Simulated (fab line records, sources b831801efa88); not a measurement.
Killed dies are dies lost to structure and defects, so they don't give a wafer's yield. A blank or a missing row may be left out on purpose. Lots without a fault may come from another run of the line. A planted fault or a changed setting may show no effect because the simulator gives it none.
A struck lot beside a sound one | flow sky130 | 14 steps out of a route of 708
Sound: wafers L993.1, L993.3, L993.6. Struck: wafers L998.3, L998.4, L998.5. The cause comes at the end.
At each step with rows: each side's tool, then ch and its chambers, then its first start. Under that, the readings that differ: sound wafers | struck wafers | difference of the means | sigmas: that difference in standard deviations of wafers without a fault.
alike: readings whose means differ by less than 2 such deviations, and words and numbers that are the same on both sides. not compared: withheld readings, readings that some wafer has no value for, bounds like >300 that may hide the same value, and numbers for which the record gives no deviation and whose values overlap.
The two part at a step that has a row with sigmas, a row that says differs or no value, or rows on one side only. Numbers that don't overlap but have no deviation are shown without sigmas and don't part them. A reading that every wafer of one side lacks parts them only if that side has two wafers or more.

first, 3 steps without rows for these wafers: SKY_VIA2_CLEAN_18 (cleans in IPA, time 180 s); SKY_VIA2_CLEAN_19 (cleans in O3/DIW); SKY_VIA2_SPUTTER_20 (material TiN, target thk 20 nm, time 80 s).
SKY_VIA2_CVD_21: deposits W, target thk 420 nm, time 126.4 s.
  sound on cvd_w-02 ch 0,1, day 37 09:08; struck on cvd_w-01 ch 0,1, day 39 05:19
  alike: chamber_pressure_Torr, heater_power_outer_w, heater_power_w
SKY_VIA2_RS_MEAS_22: measures by four-point-probe.
  sound on film_metro-03, day 37 09:16; struck on film_metro-03, day 39 05:26
  alike: VIA2_W_RS
SKY_VIA2_THK_MEAS_23: measures by xrf.
  sound on film_metro-03, day 37 09:23; struck on film_metro-03, day 39 05:32
  alike: VIA2_W_THK
then, 2 steps without rows for these wafers: SKY_VIA2_CMP_24 (polishes, stops on SiO2, t overpolish 20 s, target thk 0 nm); SKY_METAL3_SPUTTER_00 (material Ti, target thk 15 nm, time 10 s).
SKY_METAL3_SPUTTER_01: material TiN, target thk 20 nm, time 16.7 s.
  sound on pvd_sputter-04, day 37 09:46; struck on pvd_sputter-01, day 39 05:54
  alike: throttle_valve_pct
SKY_METAL3_SPUTTER_02: material AlCu, target thk 735 nm, time 39.1 s.
  sound on pvd_sputter-04, day 37 09:48; struck on pvd_sputter-01, day 39 05:55
  alike: throttle_valve_pct
SKY_METAL3_SPUTTER_03: material Ti, target thk 5 nm, time 3.3 s.
  sound on pvd_sputter-04, day 37 09:50; struck on pvd_sputter-01, day 39 05:58
  alike: throttle_valve_pct
then, 1 step without rows for these wafers: SKY_METAL3_SPUTTER_04 (material TiN, target thk 70 nm, time 58.3 s).
SKY_CAPM_CVD_00: deposits SiO2, target thk 15.5 nm.
  sound on pecvd-01 ch 0,2, day 37 09:54; struck on pecvd-01 ch 0,1,2, day 39 06:02
  no value came back on the struck wafers for heater_power_outer_w (W), heater_power_w (W); on the sound wafers heater_power_outer_w (W) reads 411 434 439
SKY_CAPM_SPUTTER_02: material TiN, target thk 200 nm, time 166.7 s.
  sound on pvd_sputter-03, day 37 09:59; struck on pvd_sputter-03, day 39 06:07
  alike: throttle_valve_pct

WHERE THEY PART
Only at SKY_CAPM_CVD_00, within this record. Later steps at which nothing parts them and some readings are alike: SKY_CAPM_SPUTTER_02.

WHY: what the simulator had put in
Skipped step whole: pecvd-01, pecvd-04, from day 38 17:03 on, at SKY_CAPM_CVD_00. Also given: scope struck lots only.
